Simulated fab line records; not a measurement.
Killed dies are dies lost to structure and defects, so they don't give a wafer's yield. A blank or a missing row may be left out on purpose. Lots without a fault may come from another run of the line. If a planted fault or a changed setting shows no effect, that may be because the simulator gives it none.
The same fault as seen by 2 desks + flow sky130 + each desk has only its own numbers; what lay behind them comes last

## AT THE METROLOGY DESK
Means of the sampled wafers that have a number, per lot and without regard to the tool the lot ran on: this is what the gauges read. If a lot's mean is further than 4 standard deviations from the usual mean, the lot is out of limits and carries the mark OUT (the distance appears in the brackets).
Columns: A = LDD_HVP_TW at SKY_LDD_HVP_TW_MEAS_10, usual 454.7; B = LDD_LDN_TW at SKY_LDD_LDN_TW_MEAS_13, usual 1476; C = cd nm at SKY_SD_N_CD_MEAS_07, usual 380.0 nm; D = SD_N_OVL at SKY_SD_N_OVL_MEAS_08, usual 0.8 nm
| lot  | first seen here | A     | B    | C     | D    |
|------|-----------------|-------|------|-------|------|
| L530 | day 21 06:14    | 458.5 | 1462 | 380.0 | 2.1  |
| L532 | day 22 00:05    | 451.7 | 1467 | 382.2 | 2.6  |
| L533 | day 23 02:37    | 455.4 | 1476 | 380.1 | 0.9  |
| L534 | day 23 04:59    | 455.2 | 1478 | 377.2 | 0.7  |
| L535 | day 23 09:31    | 454.5 | 1464 | 384.0 | 1.4  |
| L536 | day 23 20:15    | 453.4 | 1478 | 381.3 | -1.4 |
| L539 | day 25 08:49    | 452.9 | 1481 | 377.8 | -0.9 |
| L538 | day 25 09:44    | 458.4 | 1479 | 380.3 | 2.4  |
| L546 | day 27 09:23    | 450.2 | 1470 | 380.6 | 0.0  |
| L548 | day 27 19:56    | 456.1 | 1479 | 379.1 | 1.5  |
| L547 | day 27 21:43    | 453.1 | 1484 | 382.6 | 1.3  |
| L549 | day 28 12:04    | 453.7 | 1476 | 382.0 | 3.3  |
| L550 | day 28 12:54    | 453.3 | 1475 | 378.6 | 2.3  |
| L553 | day 29 12:49    | 458.6 | 1473 | 381.6 | 1.1  |
This desk's finding: nothing out of limits on any of the 14 lots.

## FOR THE TOOL OWNER'S DESK: rie diel-01
The tool's own readings at SKY_POLY_CUT_ETCH_10 (etches BARC in N2/H2, stops on SiO2, time 45.9 s, target depth 60 nm): means of the sampled wafers that have a number, for each lot that ran on this tool. If a lot's mean is further than 4 standard deviations from the usual mean, the lot is out of limits and carries the mark OUT (the distance appears in the brackets).
Columns: A = drypump motor current A at SKY_POLY_CUT_ETCH_10, usual 5.6 A; B = oes product au at SKY_POLY_CUT_ETCH_10, usual 0.855 a.u.; C = throttle valve pct at SKY_POLY_CUT_ETCH_10, usual 13.225 %
| lot  | first seen here | A   | B                | C      |
|------|-----------------|-----|------------------|--------|
| L534 | day 25 17:52    | 5.9 | 0.853            | 13.225 |
| L536 | day 26 08:29    | 5.7 | 0.861            | 13.214 |
| L548 | day 30 06:50    | 6.0 | 0.810 (-9.3) OUT | 13.229 |
| L547 | day 30 09:52    | 5.8 | 0.809 (-9.3) OUT | 13.222 |
This desk's verdict: out of limits on L547, L548, starting with L548 at day 30 06:50 (oes product au at SKY_POLY_CUT_ETCH_10). L534, L536: within limits.

## TAKEN TOGETHER
On L547, L548, at day 30 06:50, an alarm was possible from the tool owner's desk.
The metrology desk saw nothing out of limits.
The metrology desk has L547, L548 on record, within its limits.
On rie diel-01, each named lot ran SKY_POLY_CUT_ETCH_10.

## WHAT THE SIMULATOR HAD PUT IN
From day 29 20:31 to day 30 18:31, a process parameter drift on rie diel-01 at SKY_POLY_CUT_ETCH_10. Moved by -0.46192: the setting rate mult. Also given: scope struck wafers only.
Shown lots that were struck: L547, L548.
Hours from the fault's start to each desk's first reading out of limits: the tool owner's desk, 10.
